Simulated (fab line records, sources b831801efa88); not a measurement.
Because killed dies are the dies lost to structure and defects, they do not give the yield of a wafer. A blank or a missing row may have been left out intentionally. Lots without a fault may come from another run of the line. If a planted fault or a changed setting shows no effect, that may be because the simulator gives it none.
fab line records	flow gf180mcu
record lots=7	wafers=21	last_day=34
route steps=602 shown HV_LDD@234 NSD@235 PSD@248
lots that met no fault: taken from a fault-free run of the same line
start_h: hours from the record's opening day to when the first of the lot's shown wafers began	wait_h: how many hours have passed since the lot's step before this one	" identical to the entry in the row above	L1.1+2: a row that stands for several wafers	- either no value or no given start	* or withheld: withheld	< > ~ a bound
route shown NAME@n: names a module that has steps shown in the file, with the first one's number in the route	usual: mean/standard deviation taken from wafers without a fault	same: alike in all rows	chamber/n: place in a boat	sites: the reading at each site	_std_site: their standard deviation	_edge_site: mean of outer sites minus mean of inner sites	radius_mm: how far each site lies from the wafer's centre	mask NAME#n: copy n	behind: tool/chamber where the wafer was last shaped	hold: the reason the lot was held/the length of the hold in hours/how it ended	device: which transistor (n, p or np) failed to switch	end of line: at the end of the route, the tests of the same wafers	a step without rows: its recipe alone	killed: count of dies lost to structure and defects at first sort (not the wafer's yield)	map: dies across one wafer; x = killed, . = not, _ = none there
set.NAME: the setting as run; set.NAME@STEP: as run at that earlier step	model.NAME: the simulator's own value behind a step, which no gauge read
certain route steps with their lots: each step a table, each wafer a row
services: from which hour (start_h, from the record's first day; less than 0 if before it) a tool's chamber was out of use, for how many hours, and why
## steps
# step GF_HV_LDD_ETCHBACK_58
# recipe chemistry=CH3F/O2	target=Si3N4	stop_on=SiO2	source_w=400	bias_w=80	pressure_mtorr=25	ch3f_flow_sccm=40	O2_flow_sccm=30	time_s=100	target_depth_a=900
# usual drypump_motor_current_A=5.6/0.44	oes_product_au=0.842/0.0066	throttle_valve_pct=10.561/0.01
lot.wafer	tool	chamber	start_h	wait_h	drypump_motor_current_A	oes_product_au	rf_hours_counter_h	throttle_valve_pct
L791.1	rie_diel-03	0	277.81	0.1	5.6	0.837	0	10.561
L791.2	"	1	"	"	4.6	0.840	15	10.566
L791.6	"	1	"	"	4.6	0.837	-	10.562
L799.3	rie_diel-01	3	342.56	0.0	5.5	0.839	55	10.571
L799.4	"	2	"	"	5.3	0.839	24	10.574
L799.5	"	3	"	"	5.5	0.833	-	10.562
L803.4	rie_diel-03	3	390.25	0.0	6.2	0.854	3	10.570
L803.5	"	1	"	"	4.6	0.849	-	10.565
L803.6	"	2	"	"	5.6	0.844	-	10.564
L806.2	rie_diel-02	3	397.10	0.0	5.7	0.849	80	10.560
L806.3	"	1	"	"	6.0	0.839	74	10.560
L806.4	"	2	"	"	5.7	0.833	83	10.571
L807.1	rie_diel-02	2	407.81	0.1	5.7	0.837	83	10.567
L807.4	"	1	"	"	6.0	0.837	74	10.545
L807.5	"	2	"	"	5.8	0.830	-	10.574
L810.2	rie_diel-03	2	426.88	0.0	5.5	0.838	8	10.555
L810.3	"	3	"	"	6.2	0.850	3	10.565
L810.5	"	1	"	"	4.6	0.841	-	10.562
L813.1	rie_diel-02	2	448.91	0.1	5.8	0.857	84	10.558
L813.4	"	1	"	"	6.0	0.840	76	10.557
L813.6	"	1	"	"	6.0	0.848	-	10.563
# step GF_NSD_DEHYDRATE_00
# recipe temp_c=200	time_s=60
# step GF_NSD_HMDS_01
# recipe prime_time_s=60	prime_temp_c=120
# step GF_NSD_COAT_02
# recipe resist=NOVOLAK	spin_rpm=3000	resist_thk_nm=1000
# step GF_NSD_SOFTBAKE_03
# recipe temp_c=90	time_s=60	resist=NOVOLAK
# step GF_NSD_EXPOSE_04
# recipe mask_id=Nplus	target_cd_nm=400	na=0.6	source_shape=conventional	sigma_outer=0.6	dose_mj=140
# step GF_NSD_PEB_05
# recipe temp_c=withheld	time_s=*	resist=NOVOLAK
# step GF_NSD_DEVELOP_06
# recipe develop_time_s=60	dev_temp_c=23
# step GF_NSD_CD_MEAS_07
# recipe target_cd_nm=400
# usual cd_nm=400.6/2
lot.wafer	tool	chamber	start_h	wait_h	cd_nm
L791.1	cd_sem-01	-	297.43	0.1	404.4
L791.2	"	-	"	"	402.2
L791.6	"	-	"	"	400.8
L799.3	cd_sem-01	-	364.87	0.1	399.7
L799.4	"	-	"	"	399.9
L799.5	"	-	"	"	401.3
L803.4	cd_sem-02	-	413.71	0.1	400.4
L803.5	"	-	"	"	402.4
L803.6	"	-	"	"	402.4
L806.2	cd_sem-01	-	420.32	0.1	399.3
L806.3	"	-	"	"	396.8
L806.4	"	-	"	"	396.9
L807.1	cd_sem-01	-	431.88	0.1	403.3
L807.4	"	-	"	"	400.3
L807.5	"	-	"	"	402.4
L810.2	cd_sem-01	-	451.17	0.1	401.5
L810.3	"	-	"	"	401.7
L810.5	"	-	"	"	400.9
L813.1	cd_sem-01	-	473.08	0.1	398.8
L813.4	"	-	"	"	396.9
L813.6	"	-	"	"	399.5
# step GF_NSD_OVL_MEAS_08
# usual NSD_OVL=0.5/1.5
lot.wafer	tool	chamber	start_h	wait_h	NSD_OVL[nm]
L791.1	overlay-02	-	297.55	0.1	-0.6
L791.2	"	-	"	"	-0.1
L791.6	"	-	"	"	1.4
L799.3	overlay-02	-	364.96	0.1	0.7
L799.4	"	-	"	"	2.7
L799.5	"	-	"	"	2.5
L803.4	overlay-02	-	413.79	0.1	1.5
L803.5	"	-	"	"	2.3
L803.6	"	-	"	"	0.2
L806.2	overlay-01	-	420.43	0.1	1.4
L806.3	"	-	"	"	0.1
L806.4	"	-	"	"	0.5
L807.1	overlay-02	-	432.00	0.1	0.1
L807.4	"	-	"	"	-0.2
L807.5	"	-	"	"	0.2
L810.2	overlay-02	-	451.28	0.1	1.6
L810.3	"	-	"	"	0.1
L810.5	"	-	"	"	0.6
L813.1	overlay-02	-	473.20	0.1	1.0
L813.4	"	-	"	"	1.5
L813.6	"	-	"	"	1.4
# step GF_NSD_IMPLANT_09
# recipe species=As	energy_kev=60	dose_cm2=4e+15	tilt_deg=7
# step GF_NSD_IMPLANT_10
# recipe species=P	energy_kev=40	dose_cm2=5e+14	tilt_deg=7
# step GF_NSD_STRIP_11
# recipe chemistry=O2/N2	power_w=1400	pressure_mtorr=1500	platen_temp_c=250	o2_flow_sccm=3000	n2_flow_sccm=300	overash_fraction=0.5
# usual chamber_pressure_mTorr=1499.8/1.3	drypump_motor_current_A=5.7/0.43	heater_power_w=360/31	oes_product_au=0.487/0.0047	strip_time_to_endpoint_s=22.95/0.04
lot.wafer	tool	chamber	start_h	wait_h	chamber_pressure_mTorr	drypump_motor_current_A	heater_power_w	oes_product_au	rf_hours_counter_h	strip_time_to_endpoint_s	model.NOVOLAK_of_NSD_COAT_02.thk_nm
L791.1	plasma_asher-04	1	297.88	0.1	1498.6	5.8	359	0.493	65	22.90	0
L791.2	"	0	"	"	1501.2	4.9	348	0.481	65	22.93	0
L791.6	"	0	"	"	1500.7	4.8	343	0.477	-	22.90	0
L799.3	plasma_asher-03	1	365.32	0.1	1502.3	5.9	416	0.490	-	22.88	0
L799.4	"	0	"	"	1501.4	6.1	342	0.482	-	22.95	0
L799.5	"	1	"	"	1500.4	5.9	408	0.491	-	22.91	0
L803.4	plasma_asher-03	1	414.14	0.1	-	-	-	-	-	-	1002
L803.5	"	0	"	"	-	-	-	-	-	-	1003
L803.6	"	1	"	"	-	-	-	-	-	-	1002
L806.2	plasma_asher-01	1	420.76	0.1	-	-	-	-	-	-	996.1
L806.3	"	1	"	"	-	-	-	-	-	-	996.6
L806.4	"	0	"	"	-	-	-	-	-	-	997.1
L807.1	plasma_asher-04	1	432.33	0.1	-	-	-	-	-	-	1004
L807.4	"	1	"	"	-	-	-	-	-	-	1003
L807.5	"	0	"	"	-	-	-	-	-	-	999.2
L810.2	plasma_asher-01	1	451.61	0.1	1499.9	5.6	384	0.493	84	23.03	0
L810.3	"	1	"	"	1497.2	5.6	392	0.480	-	23.00	0
L810.5	"	1	"	"	1501.6	5.6	392	0.484	-	22.98	0
L813.1	plasma_asher-03	1	473.54	0.1	1499.1	6.0	407	0.481	38	22.98	0
L813.4	"	0	"	"	1502.1	6.1	343	0.493	-	22.99	0
L813.6	"	0	"	"	1499.0	6.2	335	0.479	-	22.97	0
# step GF_NSD_TW_MEAS_12
# usual NSD_TW=4240/55
lot.wafer	tool	chamber	start_h	wait_h	NSD_TW
L791.1	film_metro-03	-	297.98	0.1	4174
L791.2	"	-	"	"	4140
L791.6	"	-	"	"	4138
L799.3	film_metro-01	-	365.40	0.1	4245
L799.4	"	-	"	"	4262
L799.5	"	-	"	"	4217
L803.4	film_metro-04	-	414.24	0.1	4291
L803.5	"	-	"	"	4306
L803.6	"	-	"	"	4328
L806.2	film_metro-03	-	420.87	0.1	4202
L806.3	"	-	"	"	4231
L806.4	"	-	"	"	4207
L807.1	film_metro-01	-	432.43	0.1	4268
L807.4	"	-	"	"	4271
L807.5	"	-	"	"	4252
L810.2	film_metro-03	-	451.72	0.1	4187
L810.3	"	-	"	"	4194
L810.5	"	-	"	"	4186
L813.1	film_metro-03	-	473.64	0.1	4153
L813.4	"	-	"	"	4171
L813.6	"	-	"	"	4162
# step GF_PSD_DEHYDRATE_00
# recipe temp_c=200	time_s=60
# step GF_PSD_HMDS_01
# recipe prime_time_s=60	prime_temp_c=120
# step GF_PSD_COAT_02
# recipe resist=NOVOLAK	spin_rpm=3000	resist_thk_nm=1000
# step GF_PSD_SOFTBAKE_03
# recipe temp_c=90	time_s=60	resist=NOVOLAK
# step GF_PSD_EXPOSE_04
# recipe mask_id=Pplus	target_cd_nm=400	na=0.6	source_shape=conventional	sigma_outer=0.6	dose_mj=140
# step GF_PSD_PEB_05
# recipe temp_c=withheld	time_s=*	resist=NOVOLAK
# step GF_PSD_DEVELOP_06
# recipe develop_time_s=60	dev_temp_c=23
# step GF_PSD_CD_MEAS_07
# recipe target_cd_nm=400
# usual cd_nm=400.2/2.5
lot.wafer	tool	chamber	start_h	wait_h	cd_nm
L791.1	cd_sem-02	-	318.38	0.1	402.3
L791.2	"	-	"	"	400.3
L791.6	"	-	"	"	402.2
L799.3	cd_sem-02	-	387.62	0.1	397.1
L799.4	"	-	"	"	400.8
L799.5	"	-	"	"	399.2
L803.4	cd_sem-02	-	437.91	0.2	398.0
L803.5	"	-	"	"	401.9
L803.6	"	-	"	"	400.3
L806.2	cd_sem-01	-	444.92	0.1	400.7
L806.3	"	-	"	"	400.0
L806.4	"	-	"	"	397.6
L807.1	cd_sem-01	-	456.60	0.1	403.4
L807.4	"	-	"	"	402.7
L807.5	"	-	"	"	403.9
L810.2	cd_sem-01	-	475.90	0.1	401.5
L810.3	"	-	"	"	399.7
L810.5	"	-	"	"	399.8
L813.1	cd_sem-01	-	496.94	0.1	396.9
L813.4	"	-	"	"	398.2
L813.6	"	-	"	"	400.1
# step GF_PSD_OVL_MEAS_08
# usual PSD_OVL=-0.1/1.7
lot.wafer	tool	chamber	start_h	wait_h	PSD_OVL[nm]
L791.1	overlay-01	-	318.50	0.1	-2.0
L791.2	"	-	"	"	-0.7
L791.6	"	-	"	"	-2.4
L799.3	overlay-02	-	387.71	0.1	-1.2
L799.4	"	-	"	"	-1.2
L799.5	"	-	"	"	-1.1
L803.4	overlay-01	-	437.98	0.1	1.0
L803.5	"	-	"	"	1.0
L803.6	"	-	"	"	1.1
L806.2	overlay-01	-	445.03	0.1	-0.6
L806.3	"	-	"	"	-1.2
L806.4	"	-	"	"	-0.4
L807.1	overlay-01	-	456.72	0.1	-0.7
L807.4	"	-	"	"	-1.8
L807.5	"	-	"	"	-0.4
L810.2	overlay-01	-	476.01	0.1	-3.6
L810.3	"	-	"	"	-5.0
L810.5	"	-	"	"	-2.7
L813.1	overlay-02	-	497.06	0.1	3.9
L813.4	"	-	"	"	0.5
L813.6	"	-	"	"	-1.1
# step GF_PSD_IMPLANT_09
# recipe species=BF2	energy_kev=40	dose_cm2=1.5e+15	tilt_deg=7
# step GF_PSD_STRIP_10
# recipe chemistry=O2/N2	power_w=1400	pressure_mtorr=1500	platen_temp_c=250	o2_flow_sccm=3000	n2_flow_sccm=300	overash_fraction=0.5
# usual chamber_pressure_mTorr=1500.2/1.2	drypump_motor_current_A=5.8/0.36	heater_power_w=358/29	oes_product_au=0.591/0.0046	strip_time_to_endpoint_s=16.51/0.034
lot.wafer	tool	chamber	start_h	wait_h	chamber_pressure_mTorr	drypump_motor_current_A	heater_power_w	oes_product_au	rf_hours_counter_h	strip_time_to_endpoint_s
L791.1	plasma_asher-04	1	318.69	0.1	1502.1	5.8	362	0.589	67	16.53
L791.2	"	0	"	"	1500.0	4.9	342	0.587	67	16.50
L791.6	"	1	"	"	1498.6	5.8	375	0.595	-	16.55
L799.3	plasma_asher-03	0	387.92	0.1	1500.6	6.2	335	0.591	-	16.51
L799.4	"	1	"	"	1499.5	5.9	411	0.592	-	16.48
L799.5	"	0	"	"	1498.8	6.2	334	0.588	-	16.53
L803.4	plasma_asher-03	1	438.19	0.1	1500.1	5.9	413	0.653	-	31.48
L803.5	"	0	"	"	1500.8	6.1	339	0.657	-	31.46
L803.6	"	1	"	"	1500.4	6.0	421	0.658	-	31.45
L806.2	plasma_asher-02	0	445.21	0.1	1500.6	5.9	364	0.652	61	31.36
L806.3	"	1	"	"	1501.6	5.6	329	0.654	-	31.42
L806.4	"	0	"	"	1499.0	5.9	360	0.651	-	31.44
L807.1	plasma_asher-02	1	456.91	0.1	1498.7	5.6	328	0.648	63	31.54
L807.4	"	0	"	"	1500.6	6.0	367	0.664	-	31.56
L807.5	"	0	"	"	1498.4	6.0	363	0.664	-	31.43
L810.2	plasma_asher-02	0	476.19	0.1	1499.0	6.0	364	0.591	65	16.55
L810.3	"	0	"	"	1498.6	6.0	355	0.584	-	16.52
L810.5	"	0	"	"	1499.0	5.9	361	0.600	-	16.50
L813.1	plasma_asher-02	0	497.24	0.1	1500.0	6.0	358	0.591	67	16.53
L813.4	"	1	"	"	1500.6	5.6	335	0.592	-	16.52
L813.6	"	1	"	"	1500.4	5.6	334	0.599	-	16.51
# step GF_PSD_TW_MEAS_11
# usual PSD_TW=3178/37
lot.wafer	tool	chamber	start_h	wait_h	PSD_TW
L791.1	film_metro-03	-	318.79	0.1	3135
L791.2	"	-	"	"	3134
L791.6	"	-	"	"	3147
L799.3	film_metro-01	-	388.01	0.1	3183
L799.4	"	-	"	"	3181
L799.5	"	-	"	"	3174
L803.4	film_metro-01	-	438.28	0.1	30
L803.5	"	-	"	"	30
L803.6	"	-	"	"	30
L806.2	film_metro-03	-	445.32	0.1	30
L806.3	"	-	"	"	30
L806.4	"	-	"	"	30
L807.1	film_metro-01	-	457.01	0.1	30
L807.4	"	-	"	"	30
L807.5	"	-	"	"	30
L810.2	film_metro-01	-	476.30	0.1	3186
L810.3	"	-	"	"	3181
L810.5	"	-	"	"	3158
L813.1	film_metro-04	-	497.34	0.1	3215
L813.4	"	-	"	"	3215
L813.6	"	-	"	"	3220
# step GF_PSD_CLEAN_12
# recipe chemistry=SC1/SC2	mix=1:4:20	temp_c=70	time_s=150	dry=n2_spin
## services
tool	chamber	start_h	hours	kind
rie_diel-02	-	255.62	0.1	repair
rie_diel-01	-	256.01	4.8	repair
rie_diel-03	-	257.76	0.2	repair
plasma_asher-03	-	265.86	1.6	repair
rie_diel-02	3	266.42	3.7	repair
rie_diel-02	-	266.62	2.8	pm
rie_diel-02	-	276.81	0.6	repair
rie_diel-02	3	293.48	19.4	repair
plasma_asher-02	-	317.05	4.5	repair
rie_diel-03	1	340.43	7.1	repair
rie_diel-03	2	377.44	9.5	repair
plasma_asher-03	-	384.83	2.1	repair
rie_diel-01	-	385.01	14.6	pm
plasma_asher-02	-	394.25	13.7	repair
rie_diel-03	-	398.22	28.1	pm
plasma_asher-04	-	402.37	1.8	repair
rie_diel-01	-	402.74	0.5	repair
rie_diel-01	3	409.05	1.5	repair
plasma_asher-04	-	421.25	9.0	pm
plasma_asher-01	-	422.00	1.8	repair
plasma_asher-04	-	445.69	0.6	repair
plasma_asher-01	-	452.27	1.1	repair
rie_diel-02	1	469.02	5.7	repair
plasma_asher-04	-	481.91	2.0	repair
## key
first_sign step=GF_NSD_STRIP_11	reading=tool_record	direction=missing
effect step=GF_PSD_STRIP_10	reading=strip_time_to_endpoint_s	direction=up	sigmas=99+	usual=*	struck=*
effect step=GF_PSD_TW_MEAS_11	reading=PSD_TW	direction=down	sigmas=86	usual=3178	struck=30
model_effect step=GF_NSD_STRIP_11	value=NOVOLAK_of_NSD_COAT_02.thk_nm	without=0	struck=1000
met_at GF_NSD_STRIP_11
struck_wafers L803.4,L803.5,L803.6,L806.2,L806.3,L806.4,L807.1,L807.4,L807.5
sort_left_out L803.4,L803.5,L803.6,L806.2,L806.3,L806.4,L807.1,L807.4,L807.5
tester_left_out L803,L806,L807
onset_between 365.32 414.14
fault kind=skipped_step_whole	tool=plasma_asher-01,plasma_asher-03,plasma_asher-04	chamber=-	onset_h=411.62	steps=GF_NSD_STRIP_11	scope=struck_lots_only
# tester_left_out: of these lots the tester's yield and bins aren't shown, on N5 and GAA mostly nor the transistor test; their killed dies are dies lost to structure and defects alone, not to doping, threshold or leakage, so they don't give the yield
# sort_left_out: the simulated sort isn't trusted on such a fault, so these wafers' sort isn't shown, and their yield isn't known
